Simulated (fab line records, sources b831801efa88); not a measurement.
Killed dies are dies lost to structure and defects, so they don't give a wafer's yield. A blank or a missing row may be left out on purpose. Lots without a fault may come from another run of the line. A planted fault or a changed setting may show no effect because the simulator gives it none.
fab line records | flow sky130
record lots=13 wafers=39 last_day=50
route steps=708 shown VT_ADJUST_NCORE@127 SONOS_ONO@185 LDD_N@244 PAD_OPEN@708
lots that met no fault: from a run of the same line without faults
start_h: hours from the record's first day to the start of the lot's first wafer shown | wait_h: hours since the lot's step before | " the same as in the row above | L1.1+2: a row that stands for several wafers | - no value, or no start given | * or withheld: withheld | < > ~ a bound
route shown NAME@n: a module of which the file shows steps, and the number in the route of the first | usual: mean/standard deviation of fault-free wafers | same: alike in all rows | chamber/n: place in a boat | sites: the reading at each site | _std_site: their standard deviation | _edge_site: outer sites' mean less inner sites' | radius_mm: how far each site lies from the wafer's centre | mask NAME#n: copy n | behind: the tool/chamber that last shaped the wafer | hold: why the lot was held/for how many hours/how that ended | device: the transistor (n, p or np) that didn't switch | end of line: the same wafers' tests at the end of the route | a step without rows: its recipe alone | killed: dies lost to structure and defects at the first sort, not the wafer's yield | map: a wafer's dies, x killed, . not, _ none there
set.NAME: the setting as run; set.NAME@STEP: as run at that earlier step | model.NAME: the simulator's own value behind a step, which no gauge read
steps of the route over a sample of lots; a table a step, a row a wafer
services: from which hour (start_h, from the record's first day; less than 0 if before it) a tool's chamber was out of use, for how many hours, and why
## steps
# step SKY_VT_ADJUST_NCORE_OVL_MEAS_08
# usual VT_ADJUST_NCORE_OVL=0.3/1.7
# columns lot.wafer tool chamber start_h wait_h VT_ADJUST_NCORE_OVL[nm]
L703.2 overlay-02 - 184.06 0.1 3.8
L703.3 " - " " 3.1
L703.6 " - " " 2.6
L704.1 overlay-02 - 194.24 0.1 1.7
L704.2 " - " " 0.4
L704.5 " - " " -1.4
L705.1 overlay-02 - 201.69 0.1 -1.4
L705.2 " - " " -0.3
L705.6 " - " " -1.1
L708.3 overlay-02 - 219.61 0.1 -0.7
L708.4 " - " " -1.6
L708.6 " - " " -0.2
L710.1 overlay-02 - 231.33 0.1 0.9
L710.4 " - " " 0.1
L710.6 " - " " -0.7
L711.2 overlay-01 - 248.29 0.1 -1.4
L711.3 " - " " 0.3
L711.5 " - " " -0.8
L712.1 overlay-02 - 250.88 0.1 0.9
L712.2 " - " " 2.9
L712.6 " - " " 0.3
L713.3 overlay-01 - 260.10 0.1 -1.2
L713.5 " - " " -2.6
L713.6 " - " " -1.8
L714.2 overlay-02 - 263.55 0.1 -0.3
L714.4 " - " " -0.5
L714.5 " - " " -1.3
L722.2 overlay-01 - 325.44 0.1 0.1
L722.4 " - " " -1.0
L722.6 " - " " -1.3
L723.2 overlay-01 - 329.49 0.1 0.4
L723.5 " - " " 0.3
L723.6 " - " " 1.3
L725.3 overlay-02 - 348.65 0.1 -1.2
L725.4 " - " " -0.7
L725.6 " - " " -0.3
L726.1 overlay-02 - 355.05 0.1 2.3
L726.4 " - " " 1.5
L726.5 " - " " 2.6
# step SKY_SONOS_ONO_STRIP_17
# recipe chemistry=O2/N2 power_w=1400 pressure_mtorr=1500 platen_temp_c=withheld o2_flow_sccm=3000 n2_flow_sccm=300 overash_fraction=0.5
# usual drypump_motor_current_A=5.8/0.44 o2_flow_sccm=3000/9.2 oes_product_au=0.711/0.0039 strip_time_to_endpoint_s=14.11/0.036
# columns lot.wafer tool chamber start_h wait_h drypump_motor_current_A o2_flow_sccm oes_product_au rf_hours_counter_h strip_time_to_endpoint_s
L703.2 plasma_asher-03 0 285.68 0.0 6.7 2979 0.709 59 14.09
L703.3 " 1 " " 5.8 3023 0.709 - 14.01
L703.6 " 1 " " 5.8 3003 0.713 - 14.06
L704.1 plasma_asher-04 1 294.13 0.0 5.9 3005 0.706 47 14.08
L704.2 " 0 " " 5.3 2997 0.711 47 14.07
L704.5 " 0 " " 5.3 3009 0.713 - 14.12
L705.1 plasma_asher-03 0 306.60 0.0 6.7 3006 0.717 61 14.14
L705.2 " 1 " " 5.8 3000 0.712 61 14.14
L705.6 " 1 " " 5.8 2993 0.717 - 14.17
L708.3 plasma_asher-04 0 326.51 0.0 5.3 3000 0.717 - 14.14
L708.4 " 1 " " 5.9 2994 0.709 - 14.12
L708.6 " 1 " " 5.9 3009 0.712 - 14.14
L710.1 plasma_asher-04 0 338.73 0.0 5.3 3004 0.711 52 14.09
L710.4 " 1 " " 5.9 2989 0.710 - 14.07
L710.6 " 0 " " 5.4 3001 0.707 - 14.12
L712.1 plasma_asher-01 1 363.39 0.0 5.7 3003 0.708 24 14.12
L712.2 " 0 " " 5.5 3000 0.712 24 14.09
L712.6 " 1 " " 5.7 2983 0.707 - 14.09
L711.2 plasma_asher-04 1 363.69 0.0 5.9 2988 0.711 54 14.09
L711.3 " 1 " " 5.9 2981 0.707 - 14.13
L711.5 " 0 " " 5.3 2998 0.714 - 14.13
L713.3 plasma_asher-03 0 372.92 0.0 6.7 3010 0.711 - 14.18
L713.5 " 0 " " 6.7 3005 0.716 - 14.15
L713.6 " 1 " " 5.8 3011 0.707 - 14.15
L714.2 plasma_asher-04 1 377.49 0.0 5.9 3011 0.705 55 14.08
L714.4 " 1 " " 5.9 3006 0.703 - 14.11
L714.5 " 1 " " 5.9 2999 0.709 - 14.06
L722.2 plasma_asher-04 1 447.89 0.0 5.9 2994 0.721 62 14.05
L722.4 " 1 " " 5.9 2988 0.718 - 14.04
L722.6 " 1 " " 5.9 2991 0.706 - 14.11
L723.2 plasma_asher-01 0 451.79 0.0 5.5 2997 0.710 33 14.14
L723.5 " 1 " " 5.7 2997 0.710 - 14.12
L723.6 " 0 " " 5.5 2997 0.713 - 14.09
L725.3 plasma_asher-03 1 473.48 0.0 5.8 2990 0.713 - 14.10
L725.4 " 0 " " 6.7 3007 0.714 - 14.12
L725.6 " 0 " " 6.8 3009 0.709 - 14.14
L726.1 plasma_asher-01 1 478.78 0.0 5.7 2992 0.706 35 14.14
L726.4 " 0 " " 5.5 3014 0.711 - 14.14
L726.5 " 1 " " 5.8 2999 0.710 - 14.12
# step SKY_LDD_N_OVL_MEAS_07
# usual LDD_N_OVL=-1.3/1.2
# columns lot.wafer tool chamber start_h wait_h LDD_N_OVL[nm]
L703.2 overlay-02 - 407.82 0.1 0.4
L703.3 " - " " -0.2
L703.6 " - " " -0.4
L704.1 overlay-01 - 417.67 0.1 -1.0
L704.2 " - " " -0.5
L704.5 " - " " -1.6
L705.1 overlay-02 - 439.42 0.1 -1.3
L705.2 " - " " -0.2
L705.6 " - " " -0.7
L708.3 overlay-01 - 455.48 0.1 -1.2
L708.4 " - " " -1.9
L708.6 " - " " -0.8
L710.1 overlay-02 - 470.96 0.1 -3.2
L710.4 " - " " -2.2
L710.6 " - " " -3.3
L712.1 overlay-01 - 492.43 0.1 -2.2
L712.2 " - " " -1.9
L712.6 " - " " -1.6
L711.2 overlay-01 - 493.33 0.1 -1.0
L711.3 " - " " 0.2
L711.5 " - " " -0.5
L713.3 overlay-01 - 503.88 0.1 -0.2
L713.5 " - " " 0.3
L713.6 " - " " 0.6
L714.2 overlay-01 - 509.83 0.1 -1.4
L714.4 " - " " -2.4
L714.5 " - " " -1.7
L722.2 overlay-02 - 576.12 0.1 -2.2
L722.4 " - " " -1.9
L722.6 " - " " -2.7
L723.2 overlay-02 - 581.82 0.1 2.3
L723.5 " - " " 1.9
L723.6 " - " " 0.9
L725.3 overlay-01 - 603.04 0.1 -1.9
L725.4 " - " " -0.4
L725.6 " - " " -0.7
L726.1 overlay-02 - 605.81 0.1 0.6
L726.4 " - " " 0.5
L726.5 " - " " 0.3
# step SKY_LDD_N_IMPLANT_10
# recipe species=As energy_kev=20 dose_cm2=7.5e+13 tilt_deg=withheld rotation_deg=203
# usual beam_energy_keV=20.000/0.0069 dose_ions_cm2=7.497e+13/8.8e+10 faraday_current_uA=423/9
# columns lot.wafer tool chamber start_h wait_h beam_energy_keV dose_ions_cm2 faraday_current_uA
L703.2 implanter-04 0 408.17 0.1 20.000 7.481e+13 428
L703.3 " 0 " " 20.008 7.491e+13 410
L703.6 " 0 " " 20.006 7.498e+13 410
L704.1 implanter-04 0 418.01 0.1 19.996 7.504e+13 418
L704.2 " 0 " " 19.992 7.503e+13 410
L704.5 " 0 " " 19.987 7.497e+13 434
L705.1 implanter-01 0 439.76 0.1 20.005 7.49e+13 423
L705.2 " 0 " " 19.997 7.495e+13 415
L705.6 " 0 " " 20.008 7.484e+13 427
L708.3 implanter-04 0 455.86 0.1 20.002 7.485e+13 420
L708.4 " 0 " " 19.997 7.496e+13 412
L708.6 " 0 " " 19.991 7.505e+13 423
L710.1 implanter-01 0 471.30 0.1 20.004 7.494e+13 413
L710.4 " 0 " " 20.000 7.496e+13 419
L710.6 " 0 " " 20.002 7.507e+13 435
L712.1 implanter-04 0 492.76 0.1 19.994 7.496e+13 415
L712.2 " 0 " " 20.004 7.501e+13 437
L712.6 " 0 " " 20.003 7.49e+13 411
L711.2 implanter-01 0 493.69 0.1 20.005 7.5e+13 435
L711.3 " 0 " " 20.006 7.508e+13 417
L711.5 " 0 " " 20.007 7.504e+13 407
L713.3 implanter-01 0 504.25 0.1 19.996 8.35e+13 467
L713.5 " 0 " " 20.001 8.359e+13 475
L713.6 " 0 " " 19.997 8.359e+13 478
L714.2 implanter-01 0 510.19 0.1 20.000 8.342e+13 463
L714.4 " 0 " " 19.991 8.342e+13 470
L714.5 " 0 " " 19.995 8.337e+13 457
L722.2 implanter-04 0 576.47 0.1 20.002 7.486e+13 434
L722.4 " 0 " " 19.985 7.497e+13 433
L722.6 " 0 " " 19.993 7.497e+13 416
L723.2 implanter-03 0 582.17 0.1 20.008 7.508e+13 419
L723.5 " 0 " " 20.006 7.504e+13 415
L723.6 " 0 " " 20.012 7.495e+13 418
L725.3 implanter-03 0 603.41 0.1 19.988 7.496e+13 432
L725.4 " 0 " " 20.003 7.5e+13 418
L725.6 " 0 " " 19.997 7.495e+13 428
L726.1 implanter-01 0 606.15 0.1 20.001 7.498e+13 430
L726.4 " 0 " " 20.000 7.497e+13 430
L726.5 " 0 " " 20.010 7.491e+13 423
# step SKY_PAD_OPEN_PROBE_99
# usual killed_at_M0_to_M3=43/6.5 killed_at_M4_up=3.2/1.9 killed_at_contacts=25/5.5 killed_at_front_end=14/4.2 killed_at_other=0.2/0.44 killed_dies=85/8.5 killed_open=47/7 killed_short=39/6.3
# same gross_dies=492 killed_at_back_side=0
# columns lot.wafer tool chamber start_h wait_h killed_at_M0_to_M3 killed_at_M4_up killed_at_contacts killed_at_front_end killed_at_other killed_dies killed_open killed_short
L705.1 prober-02 - 1102.99 0.1 39 6 26 14 1 86 43 43
L705.2 prober-02 - 1103.04 0.1 39 5 35 18 0 97 66 31
L705.6 prober-02 - 1103.24 0.2 40 3 31 17 0 91 48 43
L711.2 prober-01 - 1141.33 0.1 36 5 27 12 1 81 53 28
L711.3 prober-01 - 1141.38 0.2 41 5 36 12 0 94 54 40
L711.5 prober-01 - 1141.48 0.2 57 3 27 17 1 105 60 45
L722.2 prober-01 - 1189.85 0.1 45 7 25 13 0 90 39 51
L722.4 prober-01 - 1189.95 0.2 52 3 25 14 1 95 55 40
L722.6 prober-01 - 1190.05 0.2 43 2 33 9 0 87 59 28
L723.2 prober-02 - 1193.15 0.1 39 6 21 19 0 85 45 40
L723.5 prober-02 - 1193.30 0.2 31 2 29 24 0 86 49 37
L723.6 prober-02 - 1193.35 0.2 41 1 24 13 0 79 40 39
L725.3 prober-02 - 1205.85 0.2 48 2 26 19 0 95 38 57
L725.4 prober-02 - 1205.90 0.2 33 2 32 12 0 79 46 33
L725.6 prober-02 - 1206.00 0.2 34 4 22 18 0 78 49 29
L726.1 prober-01 - 1206.24 0.1 54 4 24 10 0 92 53 39
L726.4 prober-01 - 1206.39 0.2 31 2 17 14 0 64 33 31
L726.5 prober-01 - 1206.44 0.2 44 5 28 14 0 91 52 39
# killed by level:class
L705.1 VIA1:geometric_particle:open=11 LI_CONTACT:geometric_particle:open=8 CONTACT:geometric_particle:open=8 METAL1:geometric_particle:short=7 CONTACT:geometric_particle:short=5 VIA3:geometric_particle:open=5 POLY_CUT:geometric_particle:short=4 LI_CONTACT:geometric_particle:short=4
L705.2 CONTACT:geometric_particle:open=18 VIA1:geometric_particle:open=13 LI_CONTACT:geometric_particle:open=10 VIA2:geometric_particle:open=6 FIELD_ISO:geometric_particle:short=5 POLY_GATE:geometric_particle:open=5 FIELD_ISO:geometric_particle:open=4 METAL3:geometric_particle:short=4
L705.6 VIA2:geometric_particle:open=11 CONTACT:geometric_particle:open=10 LI_CONTACT:geometric_particle:open=7 METAL2:geometric_particle:short=7 FIELD_ISO:geometric_particle:short=5 CONTACT:geometric_particle:short=5 METAL1:geometric_particle:short=5 FIELD_ISO:geometric_particle:open=4
L711.2 LI_CONTACT:geometric_particle:open=14 VIA2:geometric_particle:open=11 CONTACT:geometric_particle:open=8 VIA3:geometric_particle:open=6 METAL2:geometric_particle:short=5 POLY_GATE:geometric_particle:open=4 POLY_GATE:geometric_particle:short=4 VIA1:geometric_particle:open=3
L711.3 VIA1:geometric_particle:open=15 LI_CONTACT:geometric_particle:open=11 CONTACT:geometric_particle:open=11 VIA3:geometric_particle:open=6 CONTACT:geometric_particle:short=6 POLY_GATE:geometric_particle:short=5 LI_CONTACT:geometric_particle:short=4 LOCAL_INTERCONNECT:geometric_particle:short=4
L711.5 LI_CONTACT:geometric_particle:open=12 VIA1:geometric_particle:open=12 VIA1:geometric_particle:short=11 CONTACT:geometric_particle:open=8 METAL2:geometric_particle:short=7 VIA3:geometric_particle:open=7 METAL1:geometric_particle:short=6 VIA2:geometric_particle:open=5
L722.2 VIA1:geometric_particle:open=10 METAL2:geometric_particle:short=8 METAL1:geometric_particle:short=7 METAL4:geometric_particle:short=7 CONTACT:geometric_particle:short=6 LI_CONTACT:geometric_particle:open=5 CONTACT:geometric_particle:open=5 VIA2:geometric_particle:open=5
L722.4 VIA1:geometric_particle:open=14 CONTACT:geometric_particle:open=9 CONTACT:geometric_particle:short=9 VIA2:geometric_particle:open=7 VIA1:geometric_particle:short=6 METAL1:geometric_particle:open=4 METAL1:geometric_particle:short=4 METAL2:geometric_particle:short=4
L722.6 CONTACT:geometric_particle:open=17 VIA2:geometric_particle:open=10 VIA1:geometric_particle:open=10 VIA3:geometric_particle:open=8 CONTACT:geometric_particle:short=5 LI_CONTACT:geometric_particle:open=5 VIA3:geometric_particle:short=5 FIELD_ISO:geometric_particle:open=4
L723.2 VIA1:geometric_particle:open=10 FIELD_ISO:geometric_particle:open=8 LI_CONTACT:geometric_particle:open=7 CONTACT:geometric_particle:open=7 METAL1:geometric_particle:short=5 VIA1:geometric_particle:short=5 METAL2:geometric_particle:short=5 POLY_GATE:geometric_particle:open=4
L723.5 CONTACT:geometric_particle:open=11 VIA1:geometric_particle:open=9 POLY_GATE:geometric_particle:open=8 CONTACT:geometric_particle:short=8 METAL2:geometric_particle:short=7 VIA2:geometric_particle:open=7 POLY_GATE:geometric_particle:short=6 LI_CONTACT:geometric_particle:open=6
L723.6 VIA1:geometric_particle:open=11 VIA2:geometric_particle:open=7 CONTACT:geometric_particle:short=7 CONTACT:geometric_particle:open=7 POLY_GATE:geometric_particle:short=6 LI_CONTACT:geometric_particle:open=5 METAL2:geometric_particle:short=5 VIA1:geometric_particle:short=4
L725.3 METAL1:geometric_particle:short=9 METAL2:geometric_particle:short=9 LI_CONTACT:geometric_particle:open=8 CONTACT:geometric_particle:open=8 VIA1:geometric_particle:short=6 METAL3:geometric_particle:short=6 FIELD_ISO:geometric_particle:open=5 FIELD_ISO:geometric_particle:short=5
L725.4 CONTACT:geometric_particle:short=13 VIA1:geometric_particle:open=12 CONTACT:geometric_particle:open=10 VIA2:geometric_particle:open=7 LI_CONTACT:geometric_particle:open=6 FIELD_ISO:geometric_particle:short=4 METAL1:geometric_particle:short=4 VIA3:geometric_particle:open=4
L725.6 FIELD_ISO:geometric_particle:open=9 CONTACT:geometric_particle:open=7 VIA1:geometric_particle:open=7 LI_CONTACT:geometric_particle:open=6 POLY_GATE:geometric_particle:open=4 METAL1:geometric_particle:open=4 METAL2:geometric_particle:short=4 VIA3:geometric_particle:open=4
L726.1 VIA3:geometric_particle:open=11 CONTACT:geometric_particle:open=10 VIA1:geometric_particle:open=8 VIA2:geometric_particle:open=6 METAL1:geometric_particle:short=6 LI_CONTACT:geometric_particle:open=5 METAL1:geometric_particle:open=5 VIA2:geometric_particle:short=5
L726.4 VIA1:geometric_particle:open=9 LI_CONTACT:geometric_particle:open=6 LOCAL_INTERCONNECT:geometric_particle:short=5 POLY_GATE:geometric_particle:open=4 METAL2:geometric_particle:short=4 VIA3:geometric_particle:open=3 METAL1:geometric_particle:short=3 METAL3:geometric_particle:short=3
L726.5 VIA3:geometric_particle:open=12 CONTACT:geometric_particle:open=8 LI_CONTACT:geometric_particle:open=8 METAL2:geometric_particle:short=7 LOCAL_INTERCONNECT:geometric_particle:short=6 POLY_GATE:geometric_particle:open=4 METAL1:geometric_particle:open=4 CONTACT:geometric_particle:short=4
## services
# columns tool chamber start_h hours kind
implanter-03 - 269.88 4.3 repair
implanter-01 - 275.99 3.9 repair
implanter-04 - 278.36 4.9 pm
implanter-03 - 294.29 2.7 repair
implanter-03 - 331.93 1.2 repair
implanter-01 - 335.96 7.3 pm
implanter-03 - 346.23 12.4 pm
plasma_asher-03 - 421.25 9.0 pm
plasma_asher-03 0 421.25 9.0 vent_cycle
plasma_asher-03 1 421.25 9.0 vent_cycle
plasma_asher-03 0 430.25 - clean
plasma_asher-03 1 430.25 - clean
implanter-03 - 450.06 6.0 pm
plasma_asher-01 - 459.42 1.8 repair
implanter-01 - 462.93 1.4 repair
implanter-01 - 482.20 1.6 repair
plasma_asher-04 - 498.43 7.4 repair
plasma_asher-03 - 514.66 2.8 pm
implanter-03 - 560.48 12.0 pm
implanter-04 - 577.35 17.1 pm
implanter-03 - 583.63 3.0 repair
implanter-03 - 588.26 1.7 repair
## key
first_sign step=SKY_LDD_N_IMPLANT_10 reading=dose_ions_cm2 direction=up sigmas=97 usual=* struck=*
effect step=SKY_LDD_N_IMPLANT_10 reading=faraday_current_uA direction=up sigmas=5 usual=423 struck=468
met_at SKY_LDD_N_IMPLANT_10
struck_lots L713,L714
tester_left_out L713,L714
not_acting_at SKY_VT_ADJUST_NCORE_OVL_MEAS_08,SKY_SONOS_ONO_STRIP_17,SKY_LDD_N_OVL_MEAS_07
onset_between 493.69 504.25
fault kind=process_parameter_drift tool=implanter-01 chamber=- onset_h=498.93 steps=SKY_LDD_N_IMPLANT_10 channel=dose_cm2 offset=* shape=step end_h=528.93 acts_in=* stated=*
# tester_left_out: of these lots the tester's yield and bins aren't shown, on N5 and GAA mostly nor the transistor test; their killed dies are dies lost to structure and defects alone, not to doping, threshold or leakage, so they don't give the yield
